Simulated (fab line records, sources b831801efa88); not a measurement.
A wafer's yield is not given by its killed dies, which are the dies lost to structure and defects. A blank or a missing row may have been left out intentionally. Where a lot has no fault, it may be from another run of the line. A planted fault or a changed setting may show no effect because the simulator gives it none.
A lot that was struck, set against a sound lot    flow sky130    15 steps out of a route of 708
Sound: wafers L718.1, L718.2, L718.6. Wafers L711.1, L711.4, L711.5 were the ones struck. Last of all comes the cause.
Each step with rows lists, per side, the tool, then ch with its chambers, then its first start. Under that, the readings that differ: sound wafers    struck wafers    difference of the means    sigmas: that difference in standard deviations of wafers without a fault.
alike: readings whose means differ by less than 2 such deviations, and words and numbers that are the same on both sides. not compared: withheld readings, readings that some wafer has no value for, bounds like >300 that may hide the same value, and numbers for which the record gives no deviation and whose values overlap.
Wherever a step has rows on one side only, a row that says differs or no value, or a row with sigmas, the two part there. Numbers that have no deviation but don't overlap get no sigmas and don't part them. Lack of a reading on every wafer of one side parts them only where that side has two or more wafers.

SKY_CONTACT_THK_MEAS_01:
  sound on film-metro-02, day 36 22:54; struck on film-metro-03, day 34 21:47
  alike: CONTACT_CVD_00_THK
then, 1 step without rows for these wafers: SKY_CONTACT_HDPCVD_02 (deposits SiO2, target thk 565 nm, time 94.2 s).
SKY_CONTACT_THK_MEAS_03:
  sound on film-metro-04, day 36 23:01; struck on film-metro-03, day 34 21:55
  alike: CONTACT_HDPCVD_THK
SKY_CONTACT_CMP_04: polishes SiO2.
  sound on cmp-01 ch 0,3, day 36 23:05; struck on cmp-01 ch 0,1, day 34 21:58
  alike: motor-current-A, time-to-endpoint-s
SKY_CONTACT_BOW_MEAS_05:
  sound on film-metro-02, day 36 23:23; struck on film-metro-02, day 34 22:16
  alike: CONTACT_BOW
then, 7 steps without rows for these wafers: SKY_CONTACT_DEHYDRATE_06 (time 60 s); SKY_CONTACT_HMDS_07 (prime time 60 s); SKY_CONTACT_COAT_08 (resist thk 60 nm); SKY_CONTACT_COAT_09 (resist thk 450 nm); SKY_CONTACT_SOFTBAKE_10 (time 90 s); SKY_CONTACT_EXPOSE_11 (exposes mask CTM1, target cd 170 nm); SKY_CONTACT_PEB_12.
SKY_CONTACT_DEVELOP_13: develop time 60 s.
  sound on litho-track-02 ch 0, day 38 01:00; struck on litho-track-01 ch 0, day 36 00:00
reading               sound              struck             difference  sigmas
developer-temp-C (C)  21.05 20.84 20.93  23.08 23.14 23.14  +2.18       +22
SKY_CONTACT_CD_MEAS_14: the cd target is 170 nm.
  sound on cd-sem-02, day 38 01:30; struck on cd-sem-02, day 36 00:42
reading     sound              struck             difference  sigmas
cd-nm (nm)  169.3 168.5 168.2  172.2 171.2 173.4  +3.6        +3
-- the record jumps here: 13 days lie between the struck wafers' starts before and after (it left off in module CONTACT and takes up again in module PAD_OPEN, whose first step shown is number 708 of the route) --
SKY_PAD_OPEN_PROBE_99:
  the record has rows for the struck wafers here (prober-01, day 49 00:25) and none for the sound ones

== WHERE THEY PART ==
Earliest at SKY_CONTACT_DEVELOP_13; latest, in this record, at SKY_PAD_OPEN_PROBE_99.

WHY: the cause the simulator had injected
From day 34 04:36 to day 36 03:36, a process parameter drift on litho-track-01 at SKY_CONTACT_DEVELOP_13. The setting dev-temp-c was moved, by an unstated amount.
